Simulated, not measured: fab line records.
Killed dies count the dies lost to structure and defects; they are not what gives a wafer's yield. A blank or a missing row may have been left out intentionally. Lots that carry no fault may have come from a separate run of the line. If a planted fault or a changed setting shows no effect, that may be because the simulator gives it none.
fab line records | flow sky130 | part 1 of 2: steps 1 to 32 of 45
record lots=5 | wafers=15 | lastDay=49
route steps=708 shown VT_ADJUST_HVTP@90 VT_ADJUST_LVTN@97 VT_ADJUST_NCORE@119 VT_ADJUST_HVTR@131
lots that met no fault: taken from a fault-free run of the same line
startH: the number of hours between the record's first day and the start of the first shown wafer of the lot | waitH: hours since the lot's step before | " identical to the entry in the row above | L1.1+2: one row covering several wafers at once | - no value, or no start was given | * or withheld: withheld | < > ~ a bound
route shown NAME@n: names a module that has steps shown in the file, with the first one's number in the route | usual: mean/standard deviation taken from wafers without a fault | same: alike in all rows | chamber/n: place in a boat | sites: each site's reading | _std_site: their standard deviation | _edge_site: outer sites' mean less inner sites' | radiusMm: how far each site lies from the wafer's centre | mask NAME#n: copy n | behind: the last tool/chamber to shape the wafer | hold: reason for holding the lot/hours on hold/outcome of the hold | device: transistor that didn't switch, given as n, p or np | end of line: at the end of the route, the tests of the same wafers | step lacking rows: just its recipe | killed: the dies lost at the first sort to structure and to defects; this is not the yield of the wafer | map: a wafer's dies, marking killed ones x, the rest . and places with no die _
set.NAME: the setting the step ran with; set.NAME@STEP: the setting that earlier step ran with | model.NAME: the simulator's own value behind a step, which no gauge read
lots seen at some steps along the route; tables by step, rows by wafer
services: a tool's chamber out of use, with start hour (startH, from the record's first day; less than 0 if before it), hours out, and reason
## steps
# step SKY_VT_ADJUST_HVTP_PEB_05
# recipe tempC=withheld | timeS=* | resist=NOVOLAK
lot.wafer  | tool          | chamber | startH | waitH
L075.1+4+6 | lithoTrack-03 | 0       | -      | -
L079.1+3+6 | lithoTrack-02 | 0       | -      | -
L093.1+5+6 | lithoTrack-04 | 0       | -      | -
L094.1+4+6 | lithoTrack-03 | 0       | -      | -
L096.2+4+6 | lithoTrack-02 | 0       | -      | -
# step SKY_VT_ADJUST_HVTP_DEVELOP_06
# recipe resist=NOVOLAK | developer=TMAH | developTimeS=60 | devTempC=23
lot.wafer  | tool          | chamber | startH | waitH
L075.1+4+6 | lithoTrack-03 | 0       | 129.54 | 0.1
L079.1+3+6 | lithoTrack-02 | 0       | 150.39 | 0.1
L093.1+5+6 | lithoTrack-04 | 0       | 237.07 | 0.1
L094.1+4+6 | lithoTrack-03 | 0       | 243.23 | 0.1
L096.2+4+6 | lithoTrack-02 | 0       | 258.87 | 0.1
# step SKY_VT_ADJUST_HVTP_CD_MEAS_07
# recipe targetCdNm=380
# usual cdNm=380.2/2.2
lot.wafer | tool     | chamber | startH | waitH | cdNm
L075.1    | cdSem-02 | -       | 129.69 | 0.1   | 378.5
L075.4    | "        | -       | "      | "     | 378.6
L075.6    | "        | -       | "      | "     | 380.9
L079.1    | cdSem-02 | -       | 150.54 | 0.1   | 378.3
L079.3    | "        | -       | "      | "     | 378.4
L079.6    | "        | -       | "      | "     | 378.7
L093.1    | cdSem-02 | -       | 237.22 | 0.1   | 378.2
L093.5    | "        | -       | "      | "     | 376.6
L093.6    | "        | -       | "      | "     | 379.4
L094.1    | cdSem-01 | -       | 243.38 | 0.1   | 377.5
L094.4    | "        | -       | "      | "     | 375.2
L094.6    | "        | -       | "      | "     | 380.0
L096.2    | cdSem-02 | -       | 259.02 | 0.1   | 380.0
L096.4    | "        | -       | "      | "     | 377.7
L096.6    | "        | -       | "      | "     | 379.6
# step SKY_VT_ADJUST_HVTP_OVL_MEAS_08
# usual VT_ADJUST_HVTP_OVL=0.0/1.4
lot.wafer | tool       | chamber | startH | waitH | VT_ADJUST_HVTP_OVL[nm]
L075.1    | overlay-02 | -       | 129.81 | 0.1   | -0.8
L075.4    | "          | -       | "      | "     | -2.4
L075.6    | "          | -       | "      | "     | -2.8
L079.1    | overlay-02 | -       | 150.66 | 0.1   | 2.7
L079.3    | "          | -       | "      | "     | 1.5
L079.6    | "          | -       | "      | "     | 1.8
L093.1    | overlay-02 | -       | 237.34 | 0.1   | -2.7
L093.5    | "          | -       | "      | "     | -1.9
L093.6    | "          | -       | "      | "     | -3.6
L094.1    | overlay-02 | -       | 243.50 | 0.1   | 1.4
L094.4    | "          | -       | "      | "     | 1.3
L094.6    | "          | -       | "      | "     | 0.5
L096.2    | overlay-02 | -       | 259.13 | 0.1   | -0.1
L096.4    | "          | -       | "      | "     | 0.5
L096.6    | "          | -       | "      | "     | -1.0
# step SKY_VT_ADJUST_HVTP_IMPLANT_09
# recipe species=As | energyKev=150 | doseCm2=4.3e+12 | tiltDeg=withheld
# usual beamOnS=10.01/0.19 | doseIonsCm2=4.301e+12/4.6e+09
lot.wafer | tool         | chamber | startH | waitH | beamOnS | doseIonsCm2
L075.1    | implanter-02 | 0       | 129.84 | 0.0   | 9.93    | 4.298e+12
L075.4    | "            | 0       | "      | "     | 9.95    | 4.293e+12
L075.6    | "            | 0       | "      | "     | 10.51   | 4.297e+12
L079.1    | implanter-03 | 0       | 150.70 | 0.0   | 10.13   | 4.299e+12
L079.3    | "            | 0       | "      | "     | 10.03   | 4.306e+12
L079.6    | "            | 0       | "      | "     | 10.19   | 4.307e+12
L093.1    | implanter-03 | 0       | 237.37 | 0.0   | 9.92    | 4.297e+12
L093.5    | "            | 0       | "      | "     | 10.17   | 4.297e+12
L093.6    | "            | 0       | "      | "     | 10.16   | 4.298e+12
L094.1    | implanter-01 | 0       | 243.54 | 0.0   | 10.32   | 4.299e+12
L094.4    | "            | 0       | "      | "     | 10.45   | 4.302e+12
L094.6    | "            | 0       | "      | "     | 9.63    | 4.307e+12
L096.2    | implanter-02 | 0       | 259.18 | 0.0   | 10.09   | 4.301e+12
L096.4    | "            | 0       | "      | "     | 9.85    | 4.299e+12
L096.6    | "            | 0       | "      | "     | 10.12   | 4.303e+12
# step SKY_VT_ADJUST_HVTP_STRIP_10
# recipe chemistry=O2/N2 | powerW=1400 | pressureMtorr=1500 | platenTempC=withheld | o2FlowSccm=3000 | n2FlowSccm=300 | overashFraction=0.5
# usual drypumpMotorCurrentA=5.5/0.31 | oesProductAu=0.716/0.0041 | stripTimeToEndpointS=14.20/0.037
lot.wafer | tool           | chamber | startH | waitH | drypumpMotorCurrentA | oesProductAu | rfHoursCounterH | stripTimeToEndpointS
L075.1    | plasmaAsher-02 | 0       | 129.99 | 0.1   | 5.6                  | 0.714        | 1               | 14.27
L075.4    | "              | 0       | "      | "     | 5.6                  | 0.718        | -               | 14.23
L075.6    | "              | 0       | "      | "     | 5.6                  | 0.718        | -               | 14.20
L079.1    | plasmaAsher-03 | 1       | 150.85 | 0.1   | 5.9                  | 0.714        | 47              | 14.22
L079.3    | "              | 1       | "      | "     | 5.9                  | 0.716        | -               | 14.18
L079.6    | "              | 1       | "      | "     | 5.9                  | 0.719        | -               | 14.22
L093.1    | plasmaAsher-02 | 1       | 237.52 | 0.1   | 5.6                  | 0.719        | 12              | 14.26
L093.5    | "              | 0       | "      | "     | 5.7                  | 0.723        | -               | 14.25
L093.6    | "              | 1       | "      | "     | 5.6                  | 0.713        | -               | 14.25
L094.1    | plasmaAsher-04 | 0       | 243.69 | 0.1   | 5.4                  | 0.711        | 45              | 14.23
L094.4    | "              | 1       | "      | "     | 4.9                  | 0.716        | -               | 14.24
L094.6    | "              | 0       | "      | "     | 5.4                  | 0.719        | -               | 14.22
L096.2    | plasmaAsher-03 | 0       | 259.31 | 0.1   | 5.5                  | 0.714        | 58              | 14.24
L096.4    | "              | 1       | "      | "     | 5.9                  | 0.721        | -               | 14.25
L096.6    | "              | 1       | "      | "     | 5.9                  | 0.718        | -               | 14.25
# step SKY_VT_ADJUST_HVTP_TW_MEAS_11
# usual VT_ADJUST_HVTP_TW=1346/8.3
lot.wafer | tool         | chamber | startH | waitH | VT_ADJUST_HVTP_TW
L075.1    | filmMetro-01 | -       | 130.09 | 0.1   | 1335
L075.4    | "            | -       | "      | "     | 1340
L075.6    | "            | -       | "      | "     | 1346
L079.1    | filmMetro-03 | -       | 150.95 | 0.1   | 1352
L079.3    | "            | -       | "      | "     | 1357
L079.6    | "            | -       | "      | "     | 1362
L093.1    | filmMetro-03 | -       | 237.62 | 0.1   | 1352
L093.5    | "            | -       | "      | "     | 1347
L093.6    | "            | -       | "      | "     | 1353
L094.1    | filmMetro-01 | -       | 243.79 | 0.1   | 1342
L094.4    | "            | -       | "      | "     | 1335
L094.6    | "            | -       | "      | "     | 1341
L096.2    | filmMetro-02 | -       | 259.42 | 0.1   | 1340
L096.4    | "            | -       | "      | "     | 1338
L096.6    | "            | -       | "      | "     | 1342
# step SKY_VT_ADJUST_LVTN_DEHYDRATE_00
# recipe tempC=200 | timeS=60
lot.wafer  | tool          | chamber | startH | waitH
L075.1+4+6 | lithoTrack-01 | 0       | 139.63 | 9.5
L079.1+3+6 | lithoTrack-02 | 0       | 160.29 | 9.3
L093.1+5+6 | lithoTrack-01 | 0       | 249.08 | 11.4
L094.1+4+6 | lithoTrack-01 | 0       | 254.23 | 10.4
L096.2+4+6 | lithoTrack-03 | 0       | 271.71 | 12.3
# step SKY_VT_ADJUST_LVTN_HMDS_01
# recipe primeTimeS=60 | primeTempC=120
lot.wafer  | tool          | chamber | startH | waitH
L075.1+4+6 | lithoTrack-01 | 0       | 139.78 | 0.1
L079.1+3+6 | lithoTrack-02 | 0       | 160.44 | 0.1
L093.1+5+6 | lithoTrack-01 | 0       | 249.23 | 0.1
L094.1+4+6 | lithoTrack-01 | 0       | 254.38 | 0.1
L096.2+4+6 | lithoTrack-03 | 0       | 271.86 | 0.1
# step SKY_VT_ADJUST_LVTN_COAT_02
# recipe spinRpm=2000 | resistThkNm=3000
lot.wafer  | tool          | chamber | startH | waitH
L075.1+4+6 | lithoTrack-01 | 0       | 139.93 | 0.1
L079.1+3+6 | lithoTrack-02 | 0       | 160.59 | 0.1
L093.1+5+6 | lithoTrack-01 | 0       | 249.38 | 0.1
L094.1+4+6 | lithoTrack-01 | 0       | 254.53 | 0.1
L096.2+4+6 | lithoTrack-03 | 0       | 272.01 | 0.1
# step SKY_VT_ADJUST_LVTN_SOFTBAKE_03
# recipe tempC=110 | timeS=withheld
lot.wafer  | tool          | chamber | startH | waitH
L075.1+4+6 | lithoTrack-01 | 0       | 140.08 | 0.1
L079.1+3+6 | lithoTrack-02 | 0       | 160.74 | 0.1
L093.1+5+6 | lithoTrack-01 | 0       | 249.53 | 0.1
L094.1+4+6 | lithoTrack-01 | 0       | 254.68 | 0.1
L096.2+4+6 | lithoTrack-03 | 0       | 272.17 | 0.1
# step SKY_VT_ADJUST_LVTN_EXPOSE_04
# recipe maskId=NWM_COMPLEMENT_LESS_NATIVE | na=0.6 | sourceShape=conventional | sigmaOuter=0.6 | polarization=unpolarized | targetCdNm=840 | doseMj=194
lot.wafer  | tool            | chamber | startH | waitH | mask
L075.1+4+6 | ilineStepper-02 | 0       | -      | -     | NWM_COMPLEMENT_LESS_NATIVE#0
L079.1+3+6 | ilineStepper-02 | 0       | -      | -     | NWM_COMPLEMENT_LESS_NATIVE#0
L093.1+5+6 | ilineStepper-01 | 0       | -      | -     | NWM_COMPLEMENT_LESS_NATIVE#0
L094.1+4+6 | ilineStepper-01 | 0       | -      | -     | NWM_COMPLEMENT_LESS_NATIVE#0
L096.2+4+6 | ilineStepper-02 | 0       | -      | -     | NWM_COMPLEMENT_LESS_NATIVE#0
# step SKY_VT_ADJUST_LVTN_PEB_05
# recipe tempC=115 | timeS=withheld
lot.wafer  | tool          | chamber | startH | waitH
L075.1+4+6 | lithoTrack-02 | 0       | -      | -
L079.1+3+6 | lithoTrack-03 | 0       | -      | -
L093.1+5+6 | lithoTrack-03 | 0       | -      | -
L094.1+4+6 | lithoTrack-01 | 0       | -      | -
L096.2+4+6 | lithoTrack-01 | 0       | -      | -
# step SKY_VT_ADJUST_LVTN_DEVELOP_06
# recipe wallAngleDeg=90 | developer=TMAH | developTimeS=60 | devTempC=23
lot.wafer  | tool          | chamber | startH | waitH
L075.1+4+6 | lithoTrack-02 | 0       | -      | -
L079.1+3+6 | lithoTrack-03 | 0       | -      | -
L093.1+5+6 | lithoTrack-03 | 0       | -      | -
L094.1+4+6 | lithoTrack-01 | 0       | -      | -
L096.2+4+6 | lithoTrack-01 | 0       | -      | -
# step SKY_VT_ADJUST_LVTN_OVL_MEAS_07
# usual VT_ADJUST_LVTN_OVL=-0.1/1.2
lot.wafer | tool       | chamber | startH | waitH | VT_ADJUST_LVTN_OVL[nm]
L075.1    | overlay-01 | -       | 149.59 | -     | -1.1
L075.4    | "          | -       | "      | "     | -0.1
L075.6    | "          | -       | "      | "     | -0.6
L079.1    | overlay-02 | -       | 170.58 | -     | -0.7
L079.3    | "          | -       | "      | "     | -0.1
L079.6    | "          | -       | "      | "     | -0.5
L093.1    | overlay-01 | -       | 261.23 | -     | 0.6
L093.5    | "          | -       | "      | "     | 0.3
L093.6    | "          | -       | "      | "     | 0.3
L094.1    | overlay-01 | -       | 267.38 | -     | 2.3
L094.4    | "          | -       | "      | "     | -0.5
L094.6    | "          | -       | "      | "     | 1.3
L096.2    | overlay-02 | -       | 284.09 | -     | -2.9
L096.4    | "          | -       | "      | "     | 0.0
L096.6    | "          | -       | "      | "     | -1.8
# step SKY_VT_ADJUST_LVTN_IMPLANT_08
# recipe species=B | energyKev=30 | doseCm2=1.57e+12 | tiltDeg=withheld
# usual beamOnS=10.01/0.22 | doseIonsCm2=1.5704e+12/1.6e+09
lot.wafer | tool         | chamber | startH | waitH | beamOnS | doseIonsCm2
L075.1    | implanter-04 | 0       | 149.63 | 0.0   | 10.07   | 1.5733e+12
L075.4    | "            | 0       | "      | "     | 10.02   | 1.5727e+12
L075.6    | "            | 0       | "      | "     | 9.93    | 1.5742e+12
L079.1    | implanter-04 | 0       | 170.62 | 0.0   | 10.11   | 1.5684e+12
L079.3    | "            | 0       | "      | "     | 10.28   | 1.5699e+12
L079.6    | "            | 0       | "      | "     | 10.08   | 1.5676e+12
L093.1    | implanter-04 | 0       | 261.27 | 0.0   | 10.00   | 1.5687e+12
L093.5    | "            | 0       | "      | "     | 9.71    | 1.5671e+12
L093.6    | "            | 0       | "      | "     | 10.27   | 1.5703e+12
L094.1    | implanter-03 | 0       | 267.42 | 0.0   | 10.17   | 1.5687e+12
L094.4    | "            | 0       | "      | "     | 10.17   | 1.5726e+12
L094.6    | "            | 0       | "      | "     | 9.96    | 1.5724e+12
L096.2    | implanter-03 | 0       | 284.14 | 0.0   | 9.98    | 1.5708e+12
L096.4    | "            | 0       | "      | "     | 9.97    | 1.5703e+12
L096.6    | "            | 0       | "      | "     | 9.59    | 1.5706e+12
# step SKY_VT_ADJUST_LVTN_STRIP_09
# recipe chemistry=O2/N2 | powerW=1400 | pressureMtorr=1500 | platenTempC=withheld | o2FlowSccm=3000 | n2FlowSccm=300 | overashFraction=0.5
# usual drypumpMotorCurrentA=5.5/0.34 | oesProductAu=0.723/0.0042 | stripTimeToEndpointS=37.00/0.1
lot.wafer | tool           | chamber | startH | waitH | drypumpMotorCurrentA | oesProductAu | rfHoursCounterH | stripTimeToEndpointS
L075.1    | plasmaAsher-01 | 1       | 149.78 | 0.1   | 5.4                  | 0.721        | 47              | 36.98
L075.4    | "              | 0       | "      | "     | 5.9                  | 0.725        | -               | 36.98
L075.6    | "              | 0       | "      | "     | 5.9                  | 0.721        | -               | 37.10
L079.1    | plasmaAsher-01 | 1       | 170.77 | 0.1   | 5.4                  | 0.724        | 49              | 37.11
L079.3    | "              | 0       | "      | "     | 5.9                  | 0.732        | -               | 37.09
L079.6    | "              | 1       | "      | "     | 5.5                  | 0.726        | -               | 37.01
L093.1    | plasmaAsher-03 | 1       | 261.42 | 0.1   | 5.9                  | 0.721        | 58              | 36.99
L093.5    | "              | 1       | "      | "     | 5.9                  | 0.724        | -               | 36.98
L093.6    | "              | 0       | "      | "     | 5.5                  | 0.727        | -               | 37.03
L094.1    | plasmaAsher-03 | 1       | 267.57 | 0.1   | 5.9                  | 0.718        | 59              | 37.02
L094.4    | "              | 0       | "      | "     | 5.5                  | 0.715        | -               | 36.91
L094.6    | "              | 1       | "      | "     | 5.9                  | 0.723        | -               | 37.09
L096.2    | plasmaAsher-01 | 0       | 284.27 | 0.1   | 5.9                  | 0.731        | 59              | 36.91
L096.4    | "              | 1       | "      | "     | 5.5                  | 0.720        | -               | 36.86
L096.6    | "              | 1       | "      | "     | 5.5                  | 0.726        | -               | 36.95
# step SKY_VT_ADJUST_LVTN_TW_MEAS_10
# usual VT_ADJUST_LVTN_TW=241.5/2.3
lot.wafer | tool         | chamber | startH | waitH | VT_ADJUST_LVTN_TW
L075.1    | filmMetro-03 | -       | 149.93 | 0.1   | 242.4
L075.4    | "            | -       | "      | "     | 241.7
L075.6    | "            | -       | "      | "     | 241.9
L079.1    | filmMetro-04 | -       | 170.87 | 0.1   | 242.0
L079.3    | "            | -       | "      | "     | 242.5
L079.6    | "            | -       | "      | "     | 241.8
L093.1    | filmMetro-03 | -       | 261.52 | 0.1   | 243.4
L093.5    | "            | -       | "      | "     | 241.5
L093.6    | "            | -       | "      | "     | 242.4
L094.1    | filmMetro-01 | -       | 267.67 | 0.1   | 237.5
L094.4    | "            | -       | "      | "     | 240.4
L094.6    | "            | -       | "      | "     | 237.2
L096.2    | filmMetro-03 | -       | 284.38 | 0.1   | 241.5
L096.4    | "            | -       | "      | "     | 241.4
L096.6    | "            | -       | "      | "     | 241.6
# step SKY_VT_ADJUST_LVTN_DEHYDRATE_11
# recipe tempC=200 | timeS=60
lot.wafer  | tool          | chamber | startH | waitH
L075.1+4+6 | lithoTrack-02 | 0       | 159.34 | 9.4
L079.1+3+6 | lithoTrack-03 | 0       | 179.88 | 9.0
L093.1+5+6 | lithoTrack-03 | 0       | 273.83 | 12.3
L094.1+4+6 | lithoTrack-01 | 0       | 278.33 | 10.7
L096.2+4+6 | lithoTrack-02 | 0       | 296.57 | 12.2
# step SKY_VT_ADJUST_LVTN_HMDS_12
# recipe primeTimeS=60 | primeTempC=120
lot.wafer  | tool          | chamber | startH | waitH
L075.1+4+6 | lithoTrack-02 | 0       | 159.49 | 0.1
L079.1+3+6 | lithoTrack-03 | 0       | 180.03 | 0.1
L093.1+5+6 | lithoTrack-03 | 0       | 273.98 | 0.1
L094.1+4+6 | lithoTrack-01 | 0       | 278.48 | 0.1
L096.2+4+6 | lithoTrack-02 | 0       | 296.72 | 0.1
# step SKY_VT_ADJUST_LVTN_COAT_13
# recipe resist=NOVOLAK | spinRpm=3000 | resistThkNm=1140
lot.wafer  | tool          | chamber | startH | waitH
L075.1+4+6 | lithoTrack-02 | 0       | 159.64 | 0.1
L079.1+3+6 | lithoTrack-03 | 0       | 180.18 | 0.1
L093.1+5+6 | lithoTrack-03 | 0       | 274.13 | 0.1
L094.1+4+6 | lithoTrack-01 | 0       | 278.63 | 0.1
L096.2+4+6 | lithoTrack-02 | 0       | 296.87 | 0.1
# step SKY_VT_ADJUST_LVTN_SOFTBAKE_14
# recipe tempC=90 | timeS=60 | resist=NOVOLAK
lot.wafer  | tool          | chamber | startH | waitH
L075.1+4+6 | lithoTrack-02 | 0       | 159.79 | 0.1
L079.1+3+6 | lithoTrack-03 | 0       | 180.33 | 0.1
L093.1+5+6 | lithoTrack-03 | 0       | 274.28 | 0.1
L094.1+4+6 | lithoTrack-01 | 0       | 278.78 | 0.1
L096.2+4+6 | lithoTrack-02 | 0       | 297.02 | 0.1
# step SKY_VT_ADJUST_LVTN_EXPOSE_15
# recipe maskId=HVN_STD_DERIVED | na=0.6 | sourceShape=conventional | sigmaOuter=0.6 | polarization=unpolarized | targetCdNm=600 | doseMj=163
lot.wafer  | tool            | chamber | startH | waitH | mask
L075.1+4+6 | ilineStepper-01 | 0       | -      | -     | HVN_STD_DERIVED#0
L079.1+3+6 | ilineStepper-01 | 0       | -      | -     | HVN_STD_DERIVED#0
L093.1+5+6 | ilineStepper-02 | 0       | -      | -     | HVN_STD_DERIVED#0
L094.1+4+6 | ilineStepper-01 | 0       | -      | -     | HVN_STD_DERIVED#0
L096.2+4+6 | ilineStepper-02 | 0       | -      | -     | HVN_STD_DERIVED#0
# step SKY_VT_ADJUST_LVTN_PEB_16
# recipe tempC=withheld | timeS=* | resist=NOVOLAK
lot.wafer  | tool          | chamber | startH | waitH
L075.1+4+6 | lithoTrack-02 | 0       | -      | -
L079.1+3+6 | lithoTrack-03 | 0       | -      | -
L093.1+5+6 | lithoTrack-03 | 0       | -      | -
L094.1+4+6 | lithoTrack-01 | 0       | -      | -
L096.2+4+6 | lithoTrack-03 | 0       | -      | -
# step SKY_VT_ADJUST_LVTN_DEVELOP_17
# recipe resist=NOVOLAK | developer=TMAH | developTimeS=60 | devTempC=23
lot.wafer  | tool          | chamber | startH | waitH
L075.1+4+6 | lithoTrack-02 | 0       | 168.89 | 0.1
L079.1+3+6 | lithoTrack-03 | 0       | 189.93 | 0.1
L093.1+5+6 | lithoTrack-03 | 0       | 285.78 | 0.1
L094.1+4+6 | lithoTrack-01 | 0       | 291.33 | 0.1
L096.2+4+6 | lithoTrack-03 | 0       | 309.21 | 0.1
# step SKY_VT_ADJUST_LVTN_OVL_MEAS_18
# usual VT_ADJUST_LVTN_01_OVL=-1.0/1.1
lot.wafer | tool       | chamber | startH | waitH | VT_ADJUST_LVTN_01_OVL[nm]
L075.1    | overlay-02 | -       | 169.07 | 0.1   | -0.3
L075.4    | "          | -       | "      | "     | -0.7
L075.6    | "          | -       | "      | "     | -1.8
L079.1    | overlay-01 | -       | 190.08 | 0.1   | -0.5
L079.3    | "          | -       | "      | "     | -0.6
L079.6    | "          | -       | "      | "     | -1.0
L093.1    | overlay-01 | -       | 285.93 | 0.1   | -1.1
L093.5    | "          | -       | "      | "     | -0.3
L093.6    | "          | -       | "      | "     | 0.5
L094.1    | overlay-02 | -       | 291.48 | 0.1   | -1.5
L094.4    | "          | -       | "      | "     | -1.8
L094.6    | "          | -       | "      | "     | -1.1
L096.2    | overlay-01 | -       | 309.34 | 0.1   | -0.4
L096.4    | "          | -       | "      | "     | -0.4
L096.6    | "          | -       | "      | "     | -1.0
# step SKY_VT_ADJUST_LVTN_IMPLANT_19
# recipe species=B | energyKev=30 | doseCm2=6.5e+11 | tiltDeg=withheld
# usual beamOnS=10.03/0.2 | doseIonsCm2=6.5e+11/6.9e+08
lot.wafer | tool         | chamber | startH | waitH | beamOnS | doseIonsCm2
L075.1    | implanter-03 | 0       | 169.10 | 0.0   | 10.00   | 6.501e+11
L075.4    | "            | 0       | "      | "     | 9.96    | 6.493e+11
L075.6    | "            | 0       | "      | "     | 10.15   | 6.506e+11
L079.1    | implanter-04 | 0       | 190.12 | 0.0   | 9.85    | 6.509e+11
L079.3    | "            | 0       | "      | "     | 10.16   | 6.495e+11
L079.6    | "            | 0       | "      | "     | 10.00   | 6.492e+11
L093.1    | implanter-03 | 0       | 285.97 | 0.0   | 10.27   | 6.501e+11
L093.5    | "            | 0       | "      | "     | 10.01   | 6.502e+11
L093.6    | "            | 0       | "      | "     | 9.89    | 6.498e+11
L094.1    | implanter-04 | 0       | 291.52 | 0.0   | 10.20   | 6.495e+11
L094.4    | "            | 0       | "      | "     | 9.98    | 6.497e+11
L094.6    | "            | 0       | "      | "     | 10.38   | 6.492e+11
L096.2    | implanter-04 | 0       | 309.39 | 0.0   | 9.90    | 6.504e+11
L096.4    | "            | 0       | "      | "     | 10.24   | 6.494e+11
L096.6    | "            | 0       | "      | "     | 10.30   | 6.502e+11
# step SKY_VT_ADJUST_LVTN_STRIP_20
# recipe chemistry=O2/N2 | powerW=1400 | pressureMtorr=1500 | platenTempC=withheld | o2FlowSccm=3000 | n2FlowSccm=300 | overashFraction=0.5
# usual drypumpMotorCurrentA=5.5/0.37 | oesProductAu=0.715/0.0045 | stripTimeToEndpointS=14.22/0.044
lot.wafer | tool           | chamber | startH | waitH | drypumpMotorCurrentA | oesProductAu | rfHoursCounterH | stripTimeToEndpointS
L075.1    | plasmaAsher-01 | 1       | 169.25 | 0.1   | 5.5                  | 0.722        | 48              | 14.22
L075.4    | "              | 0       | "      | "     | 6.0                  | 0.711        | -               | 14.24
L075.6    | "              | 0       | "      | "     | 5.9                  | 0.702        | -               | 14.22
L079.1    | plasmaAsher-01 | 1       | 190.27 | 0.1   | 5.5                  | 0.704        | 50              | 14.25
L079.3    | "              | 0       | "      | "     | 5.9                  | 0.718        | -               | 14.18
L079.6    | "              | 0       | "      | "     | 6.0                  | 0.712        | -               | 14.25
L093.1    | plasmaAsher-03 | 0       | 286.12 | 0.1   | 5.5                  | 0.720        | 61              | 14.24
L093.5    | "              | 0       | "      | "     | 5.5                  | 0.709        | -               | 14.25
L093.6    | "              | 1       | "      | "     | 5.9                  | 0.714        | -               | 14.26
L094.1    | plasmaAsher-03 | 0       | 291.67 | 0.1   | 5.5                  | 0.710        | 61              | 14.12
L094.4    | "              | 1       | "      | "     | 6.0                  | 0.719        | -               | 14.14
L094.6    | "              | 1       | "      | "     | 5.9                  | 0.707        | -               | 14.16
L096.2    | plasmaAsher-03 | 1       | 309.52 | 0.1   | 5.9                  | 0.715        | 63              | 14.16
L096.4    | "              | 1       | "      | "     | 5.9                  | 0.712        | -               | 14.17
L096.6    | "              | 1       | "      | "     | 5.9                  | 0.714        | -               | 14.12
# step SKY_VT_ADJUST_LVTN_TW_MEAS_21
# usual VT_ADJUST_LVTN_2_TW=188.4/2
lot.wafer | tool         | chamber | startH | waitH | VT_ADJUST_LVTN_2_TW
L075.1    | filmMetro-04 | -       | 169.35 | 0.1   | 189.6
L075.4    | "            | -       | "      | "     | 188.5
L075.6    | "            | -       | "      | "     | 189.7
L079.1    | filmMetro-01 | -       | 190.37 | 0.1   | 184.9
L079.3    | "            | -       | "      | "     | 185.4
L079.6    | "            | -       | "      | "     | 185.7
L093.1    | filmMetro-04 | -       | 286.22 | 0.1   | 190.6
L093.5    | "            | -       | "      | "     | 189.7
L093.6    | "            | -       | "      | "     | 189.7
L094.1    | filmMetro-03 | -       | 291.77 | 0.1   | 189.0
L094.4    | "            | -       | "      | "     | 187.9
L094.6    | "            | -       | "      | "     | 188.0
L096.2    | filmMetro-04 | -       | 309.63 | 0.1   | 188.8
L096.4    | "            | -       | "      | "     | 189.2
L096.6    | "            | -       | "      | "     | 189.5
# step SKY_VT_ADJUST_NCORE_DEHYDRATE_00
# recipe tempC=200 | timeS=60
lot.wafer  | tool          | chamber | startH | waitH
L075.1+4+6 | lithoTrack-03 | 0       | 178.33 | 9.0
L079.1+3+6 | lithoTrack-03 | 0       | 199.73 | 9.4
L093.1+5+6 | lithoTrack-04 | 0       | 298.57 | 12.3
L094.1+4+6 | lithoTrack-01 | 0       | 303.38 | 11.6
L096.2+4+6 | lithoTrack-04 | 0       | 322.44 | 12.8
# step SKY_VT_ADJUST_NCORE_HMDS_01
# recipe primeTimeS=60 | primeTempC=120
lot.wafer  | tool          | chamber | startH | waitH
L075.1+4+6 | lithoTrack-03 | 0       | 178.48 | 0.1
L079.1+3+6 | lithoTrack-03 | 0       | 199.88 | 0.1
L093.1+5+6 | lithoTrack-04 | 0       | 298.72 | 0.1
L094.1+4+6 | lithoTrack-01 | 0       | 303.53 | 0.1
L096.2+4+6 | lithoTrack-04 | 0       | 322.59 | 0.1
# step SKY_VT_ADJUST_NCORE_COAT_02
# recipe resist=NOVOLAK | spinRpm=3000 | resistThkNm=1140
lot.wafer  | tool          | chamber | startH | waitH
L075.1+4+6 | lithoTrack-03 | 0       | 178.63 | 0.1
L079.1+3+6 | lithoTrack-03 | 0       | 200.03 | 0.1
L093.1+5+6 | lithoTrack-04 | 0       | 298.87 | 0.1
L094.1+4+6 | lithoTrack-01 | 0       | 303.68 | 0.1
L096.2+4+6 | lithoTrack-04 | 0       | 322.74 | 0.1
